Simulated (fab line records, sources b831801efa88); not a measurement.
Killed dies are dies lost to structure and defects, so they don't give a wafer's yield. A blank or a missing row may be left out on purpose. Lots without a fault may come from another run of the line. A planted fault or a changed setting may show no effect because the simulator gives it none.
One fault seen from 2 desks | flow gf180mcu | each desk has only its own numbers; what lay behind them comes last

THE TOOL OWNER'S DESK: litho_track-04
The tool's own readings at GF_V4_PEB_12 (peb time 87.12 s): means of the sampled wafers that have a number, for each lot that ran on this tool. A lot is out of limits, marked OUT, if its mean lies more than 4 standard deviations from the usual mean; the brackets give that distance.
Columns: A = heater_power_total_W at GF_V4_PEB_12, usual 86.61 W; B = plate_temp_C at GF_V4_PEB_12, usual 134.99 C
lot  | first seen here | A               | B
L361 | day 27 12:48    | 86.36           | 135.03
L364 | day 28 08:19    | 86.73           | 135.21
L366 | day 28 23:18    | 86.41           | 135.24
L374 | day 31 05:21    | 94.20 (+34) OUT | 144.11 (+61) OUT
L375 | day 31 07:57    | 94.34 (+35) OUT | 143.89 (+59) OUT
This desk's finding: out of limits on L374, L375; first on L374, day 31 05:21 (heater_power_total_W at GF_V4_PEB_12). In limits: L361, L364, L366.

THE METROLOGY DESK
What the gauges read, lot by lot, whatever tool the lot ran on: means of the sampled wafers that have a number. A lot is out of limits, marked OUT, if its mean lies more than 4 standard deviations from the usual mean; the brackets give that distance.
Columns: A = M4_ALCU_THK at GF_M4_THK_MEAS_06, usual 454 nm; B = cd_nm at GF_V4_CD_MEAS_14, usual 259.6 nm
lot  | first seen here | A   | B
L355 | day 23 15:41    | 453 | 260.3
L356 | day 24 00:07    | 458 | 258.1
L357 | day 24 11:16    | 456 | 259.8
L361 | day 25 18:02    | 454 | 258.3
L362 | day 26 00:01    | 449 | 259.0
L364 | day 26 14:31    | 459 | 260.0
L366 | day 27 07:30    | 455 | 260.0
L367 | day 27 13:54    | 445 | 259.7
L368 | day 27 17:53    | 453 | 260.4
L370 | day 28 08:37    | 451 | 257.9
L374 | day 29 14:49    | 453 | 277.7 (+18) OUT
L375 | day 29 18:10    | 460 | 275.4 (+16) OUT
This desk's finding: out of limits on L374, L375; first on L374, day 31 05:42 (cd_nm at GF_V4_CD_MEAS_14). In limits: L355, L356, L357, L361, L362, L364, L366, L367, L368, L370.

PUT TOGETHER
The tool owner's desk could have raised an alarm at day 31 05:21, on L374, L375.
The metrology desk could have raised an alarm at day 31 05:42, on L374, L375.
Of the lots named, all ran GF_V4_PEB_12 on litho_track-04.

WHAT THE SIMULATOR HAD PUT IN
Process parameter drift: litho_track-04, from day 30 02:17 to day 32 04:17, at GF_V4_PEB_12. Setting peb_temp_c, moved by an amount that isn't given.
Lots struck among those shown: L374, L375.
Hours from the fault's start to each desk's first reading out of limits: the tool owner's desk, 27; the metrology desk, 27.
